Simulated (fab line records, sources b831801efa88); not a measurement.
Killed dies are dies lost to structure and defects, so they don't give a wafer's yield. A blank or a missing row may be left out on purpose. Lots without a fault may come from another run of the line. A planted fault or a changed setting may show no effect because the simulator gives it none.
Which tool did it? | flow sfq_line | 14 lots, 42 wafers sampled, at 1 step of a route of 325

WHAT THE GAUGES READ, wafer by wafer
The record holds no reading of a measuring or inspecting step that can be judged against a usual standard deviation.

WHICH TOOL RAN EACH LOT (tool, then ch and the chambers of the sampled wafers, then the start)
lot  | SFQ_TRILAYER_M6_BARC_OPEN_METAL_ETCH_206
L933 | rie_metal-03 ch 0,1, day 77 09:43
L934 | rie_metal-03 ch 0,1, day 77 12:08
L936 | rie_metal-02 ch 0,1, day 77 15:43
L937 | rie_metal-02 ch 0,1, day 77 18:07
L938 | rie_metal-03 ch 0,1, day 77 21:43
L941 | rie_metal-03 ch 0,1, day 78 04:56
L944 | rie_metal-03 ch 0,1, day 78 09:43
L945 | rie_metal-02 ch 0,1, day 78 15:44
L946 | rie_metal-04 ch 0,1, day 78 21:23
L947 | rie_metal-03 ch 0,1, day 79 03:23
L948 | rie_metal-02 ch 0,1, day 79 06:59
L954 | rie_metal-02 ch 0,1, day 80 16:35
L955 | rie_metal-02 ch 0,1, day 80 21:23
L956 | rie_metal-04 ch 0,1, day 81 00:14
- SFQ_TRILAYER_M6_BARC_OPEN_METAL_ETCH_206: etches BARC in O2, target depth 125 nm, time 41.7 s.

WHAT THE TOOLS THEMSELVES READ (means of the sampled wafers that have a number; where no wafer has one, the mark that the record gives instead)
SFQ_TRILAYER_M6_BARC_OPEN_METAL_ETCH_206.
lot  | tool         | drypump_motor_current_A (A) | he_backside_leak_sccm (sccm) | oes_product_au (a.u.) | rf_fwd_power_W (W)
L933 | rie_metal-03 | 5.3                         | 3.4                          | 0.689                 | 592.1
L934 | rie_metal-03 | 5.4                         | 4.5                          | 0.689                 | 594.3
L936 | rie_metal-02 | 5.4                         | 3.5                          | 0.683                 | 596.4
L937 | rie_metal-02 | 5.4                         | 3.6                          | 0.684                 | 594.6
L938 | rie_metal-03 | 5.3                         | 4.4                          | 0.689                 | 593.9
L941 | rie_metal-03 | 5.4                         | 3.5                          | 0.689                 | 595.5
L944 | rie_metal-03 | 5.4                         | 3.4                          | 0.688                 | 687.7
L945 | rie_metal-02 | 5.0                         | 3.5                          | 0.689                 | 593.7
L946 | rie_metal-04 | 5.3                         | 3.6                          | 0.688                 | 591.0
L947 | rie_metal-03 | 5.4                         | 3.5                          | 0.684                 | 690.7
L948 | rie_metal-02 | 5.0                         | 3.7                          | 0.685                 | 595.5
L954 | rie_metal-02 | 5.0                         | 3.6                          | 0.689                 | 596.4
L955 | rie_metal-02 | 5.4                         | 3.5                          | 0.686                 | 594.5
L956 | rie_metal-04 | 5.2                         | 3.4                          | 0.685                 | 591.4

THE ANSWER, worked out from the rows above alone
Rule: what is usual is taken from the lots themselves. Put in order of their means at a reading, lots are off if they are a third of the lots or fewer, leave a main group of 4 or more, and stand apart from it by a gap of 3 or more times the standard deviation of the main group's means; of several such gaps the widest counts. A main group whose means are all the same, to the digits that the tables above print for the reading, isn't used. A lot without any number at a reading at which 4 lots or more have one is off too. The other lots that the step has rows for count as sound. The gauges are gone through in route order, then the tools' own readings, and for those a lot's mean is taken as printed above. The first step at which some lot is off is used, and at that step the reading that is off furthest; a lot without a number counts as furthest.
Off: L944, L947, at SFQ_TRILAYER_M6_BARC_OPEN_METAL_ETCH_206 (rf_fwd_power_W). The main group: mean 594.1 W, standard deviation 1.7.
A tool fits if, at that step or a process step before it, it ran every lot that is off, and no sound lot after the first of them. One fits: rie_metal-03 at SFQ_TRILAYER_M6_BARC_OPEN_METAL_ETCH_206. Its last sound lot is L941 (day 78 04:56), its first lot that is off L944 (day 78 09:43): a fault that began between those two fits.
The tool's own readings at SFQ_TRILAYER_M6_BARC_OPEN_METAL_ETCH_206 bear it out: on the lots that are off they differ by more than 5 times the standard deviation of the sound lots' means. rf_fwd_power_W reads 689.2 W there against 594.1 W on the sound lots.

WHAT THE SIMULATOR HAD PUT IN
Process parameter drift: rie_metal-03, from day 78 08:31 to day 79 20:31, at SFQ_TRILAYER_M6_BARC_OPEN_METAL_ETCH_206. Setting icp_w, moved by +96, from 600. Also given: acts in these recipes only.
Lots struck among those shown: L944, L947. The rule above found the same.
